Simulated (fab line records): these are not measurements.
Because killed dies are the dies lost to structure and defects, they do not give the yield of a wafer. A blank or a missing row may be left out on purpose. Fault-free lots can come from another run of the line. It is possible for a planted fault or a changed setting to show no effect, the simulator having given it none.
Lot-split experiment | flow sfq-line | 23 wafers read across 5 lots, on a route 325 steps long

== THE SPLIT ==
At SFQ_TRILAYER_I2_CMP_CMP_064 (polishes SiO2), the setting leave-above-ref-nm was moved away from the recipe's 200 nm on 10 of the 23 wafers read, by -2.5% to +3.5%. This setting was run at the recipe's value on the other wafers.

There is no step in the file separating the split from the reading.

== THE READING ==
thk-nm, in nm, at SFQ_TRILAYER_I2_METRO_MEASURE_065. Typical for fault-free wafers on this fab line: 199.9 nm, with standard deviation 0.92 nm.

wafer  | tool, chamber at the split | leave-above-ref-nm as run, nm | against the recipe | thk-nm, nm | against lot-mates on the recipe
L074.1 | cmp-02, 3                  | 200                           | recipe             | 198.7      | -
L074.4 | cmp-02, 0                  | 200                           | recipe             | 199.6      | -
L074.5 | cmp-02, 1                  | 200                           | recipe             | 199.5      | -
L076.1 | cmp-02, 0                  | 194.9                         | -2.5%              | 194.1      | -5.6
L076.2 | cmp-02, 1                  | 194.9                         | -2.5%              | 194.5      | -5.2
L076.3 | cmp-02, 2                  | 200                           | recipe             | 199.4      | -
L076.4 | cmp-02, 3                  | 200                           | recipe             | 199.6      | -
L076.5 | cmp-02, 2                  | 200                           | recipe             | 200.1      | -
L079.1 | cmp-01, 0                  | 200                           | recipe             | 201.5      | -
L079.2 | cmp-01, 2                  | 203.9                         | +2.0%              | 204.5      | +2.8
L079.3 | cmp-01, 1                  | 200                           | recipe             | 202.2      | -
L079.4 | cmp-01, 3                  | 200                           | recipe             | 201.3      | -
L079.6 | cmp-01, 2                  | 203.9                         | +2.0%              | 204.4      | +2.7
L080.1 | cmp-01, 1                  | 195.1                         | -2.5%              | 194.6      | -4.8
L080.2 | cmp-01, 3                  | 200                           | recipe             | 199.1      | -
L080.4 | cmp-01, 0                  | 195.1                         | -2.5%              | 194.7      | -4.7
L080.5 | cmp-01, 0                  | 200                           | recipe             | 199.7      | -
L080.6 | cmp-01, 3                  | 195.1                         | -2.5%              | 194.9      | -4.5
L084.1 | cmp-01, 0                  | 207.1                         | +3.5%              | 206.7      | +6.5
L084.2 | cmp-01, 1                  | 207.1                         | +3.5%              | 205.7      | +5.5
L084.3 | cmp-01, 3                  | 207.1                         | +3.5%              | 206.3      | +6.1
L084.4 | cmp-01, 2                  | 200                           | recipe             | 200.3      | -
L084.5 | cmp-01, 3                  | 200                           | recipe             | 200.1      | -

THE FIT
A straight line over all 23 wafers: thk-nm changes by +1.99 nm for each +1% of leave-above-ref-nm; r = +0.97; the points scatter about the line by 0.89 nm.
The same after taking each lot's own level away (the mean of its wafers on the recipe; 23 wafers): +1.8 nm for each +1%; r = +0.99; scatter 0.43 nm.
That fit puts the effect of the largest move of leave-above-ref-nm on the reading at 6.4 nm.
Measured against the standard deviation above, the lots' own levels, which go from 199.27 to 201.67 nm, span 2.6 times it.
Thus the slope moves with the lot-to-lot level: the two fits are different.
Check: +6.09 nm against its lot-mates is what the line predicts for one of the wafers moved furthest among these (+3.5%) when that wafer is left out of the fit. Against them it came out at +6.5 nm.

== THE OTHER SPLITS THESE WAFERS WENT THROUGH ==
Note: prior to the reading, these wafers also went through further splits. Each is held against what the fit with the lots' levels taken away leaves over:
other split on the same wafers                  | wafers away from the commonest value | r with thk-nm (lot level and that fit taken away)
SFQ_TRILAYER_M2_BARC_OPEN_METAL_ETCH_077 time-s | 7                                    | -0.19

== THE WHOLE CHAIN: every reading that the file lists as answering this split, in the file's order ==
step                                  | what it does                                          | reading                                                                                   | change (the file's fit)              | r (the file's)
SFQ_TRILAYER_I2_CMP_CMP_064           | polishes SiO2                                         | SiO2_of_TRILAYER_I2_DEP_PECVD_063.thk-nm (the simulator's own value, which no gauge read) | +1.83 nm for each +1% of the setting | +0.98
SFQ_TRILAYER_I2_METRO_MEASURE_065     |                                                       | thk-nm                                                                                    | +1.8 nm for each +1% of the setting  | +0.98
SFQ_TRILAYER_I2_VIA_ETCH_VIA_ETCH_070 | etches SiO2 in CHF3, stops on Nb, target depth 260 nm | I2.feature-depth-nm (the simulator's own value, which no gauge read)                      | +1.77 nm for each +1% of the setting | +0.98

== FILE'S OWN FIT ==
thk-nm changes by +1.8 nm for each +1% of leave-above-ref-nm, r = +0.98.
